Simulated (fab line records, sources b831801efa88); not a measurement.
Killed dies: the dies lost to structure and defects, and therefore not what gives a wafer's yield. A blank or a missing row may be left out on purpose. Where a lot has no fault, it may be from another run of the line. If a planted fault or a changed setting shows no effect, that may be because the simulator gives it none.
Struck lot and sound lot, side by side :: flow gf180mcu :: 28 out of 602 route steps
Sound: wafers L981.1, L981.3, L981.4. The struck wafers were L974.2, L974.3, L974.6. The cause comes at the end.
Each step with rows lists, per side, the tool, then ch with its chambers, then its first start. Under that, the readings that differ: sound wafers :: struck wafers :: difference of the means :: sigmas: that difference in standard deviations of wafers without a fault.
alike: readings whose means differ by less than 2 such deviations, and words and numbers that are the same on both sides. not compared: withheld readings, readings that some wafer has no value for, bounds like >300 that may hide the same value, and numbers for which the record gives no deviation and whose values overlap.
Wherever a step has rows on one side only, a row that says differs or no value, or a row with sigmas, the two part there. Numbers that don't overlap but have no deviation are shown without sigmas and don't part them. Lack of a reading on every wafer of one side parts them only where that side has two or more wafers.

GF_POLY_GATE_THK_MEAS_17:
  sound on filmMetro-04, day 15 12:53; struck on filmMetro-02, day 13 05:58
reading: POLY_GATE_OXIDATION_THK (nm)
sound: 4.07 4.09 4.07
struck: 3.96 3.93 3.92
difference: -0.14
sigmas: -2
GF_POLY_GATE_CD_MEAS_18:
  sound on cdSem-02, day 15 12:57; struck on cdSem-02, day 13 06:03
  alike: cdNm
then, 7 steps without rows for these wafers: GF_HV_LDD_DEHYDRATE_00 (time 60 s); GF_HV_LDD_HMDS_01 (prime time 60 s); GF_HV_LDD_COAT_02 (resist thk 1000 nm); GF_HV_LDD_SOFTBAKE_03 (time 60 s); GF_HV_LDD_EXPOSE_04 (exposes mask Nplus LV AREA, target cd 400 nm); GF_HV_LDD_PEB_05; GF_HV_LDD_DEVELOP_06 (develop time 60 s).
GF_HV_LDD_CD_MEAS_07: the cd target is 400 nm.
  sound on cdSem-02, day 16 10:09; struck on cdSem-01, day 14 01:42
  alike: cdNm
GF_HV_LDD_OVL_MEAS_08:
  sound on overlay-02, day 16 10:16; struck on overlay-02, day 14 01:49
  alike: HV_LDD_OVL
after that, 1 step had no rows for these wafers: GF_HV_LDD_IMPLANT_09.
GF_HV_LDD_STRIP_10: strips in O2/N2.
  sound on plasmaAsher-02 ch 0,1, day 16 10:27; struck on plasmaAsher-03 ch 0,1, day 14 01:59
  no value came back on the struck wafers for any of 5 readings (chamberPressureMTorr (mTorr), drypumpMotorCurrentA (A) and others); on the sound wafers chamberPressureMTorr (mTorr) reads 1498.5 1501.7 1500.8
reading: model.NOVOLAK_of_HV_LDD_COAT_02.thkNm (nm)
sound: 0 0 0
struck: 999.3 1001 997.6
difference: +999.3
sigmas: 
  not compared: rfHoursCounterH
GF_HV_LDD_TW_MEAS_11:
  sound on filmMetro-04, day 16 10:33; struck on filmMetro-03, day 14 02:06
  alike: HV_LDD_TW
then, 7 steps without rows for these wafers: GF_HV_LDD_DEHYDRATE_12 (time 60 s); GF_HV_LDD_HMDS_13 (prime time 60 s); GF_HV_LDD_COAT_14 (resist thk 1000 nm); GF_HV_LDD_SOFTBAKE_15 (time 60 s); GF_HV_LDD_EXPOSE_16 (exposes mask Pplus LV AREA, target cd 400 nm); GF_HV_LDD_PEB_17; GF_HV_LDD_DEVELOP_18 (develop time 60 s).
GF_HV_LDD_CD_MEAS_19: the cd target is 400 nm.
  sound on cdSem-01, day 17 09:08; struck on cdSem-02, day 14 22:57
  alike: cdNm
GF_HV_LDD_OVL_MEAS_20:
  sound on overlay-01, day 17 09:15; struck on overlay-02, day 14 23:04
reading: HV_LDD_01_OVL (nm)
sound: 0.8 2.8 2.8
struck: -0.1 -0.7 -2.0
difference: -3.1
sigmas: -2
after that, 1 step had no rows for these wafers: GF_HV_LDD_IMPLANT_21.
GF_HV_LDD_STRIP_22: strips in O2/N2.
  sound on plasmaAsher-02 ch 0,1, day 17 09:26; struck on plasmaAsher-02 ch 0,1, day 14 23:14
reading: stripTimeToEndpointS (s)
sound: 12.70 12.66 12.61
struck: 27.66 27.66 27.63
difference: +14.99
sigmas: +99 or more
  alike: chamberPressureMTorr, drypumpMotorCurrentA, heaterPowerW, oesProductAu
  not compared: rfHoursCounterH
GF_HV_LDD_TW_MEAS_23:
  sound on filmMetro-03, day 17 09:32; struck on filmMetro-03, day 14 23:21
reading: HV_LDD_2_TW
sound: 1057 1058 1059
struck: 30 30 30
difference: -1028
sigmas: -99 or more
then, 1 step without rows for these wafers: GF_HV_LDD_DEHYDRATE_24 (time 60 s).
-- here the record skips 18 days between the struck wafers' starts before and after, leaving off in module HV_LDD and picking up in module PASSIVATION (first step shown: number 602 of the route) --
GF_PASSIVATION_PROBE_99:
  rows exist in the record for the struck wafers here (prober-01, day 32 19:40), but not for the sound ones

## WHERE THEY PART
First at GF_POLY_GATE_THK_MEAS_17; last, within this record, at GF_PASSIVATION_PROBE_99.

WHY: whatever the simulator had introduced
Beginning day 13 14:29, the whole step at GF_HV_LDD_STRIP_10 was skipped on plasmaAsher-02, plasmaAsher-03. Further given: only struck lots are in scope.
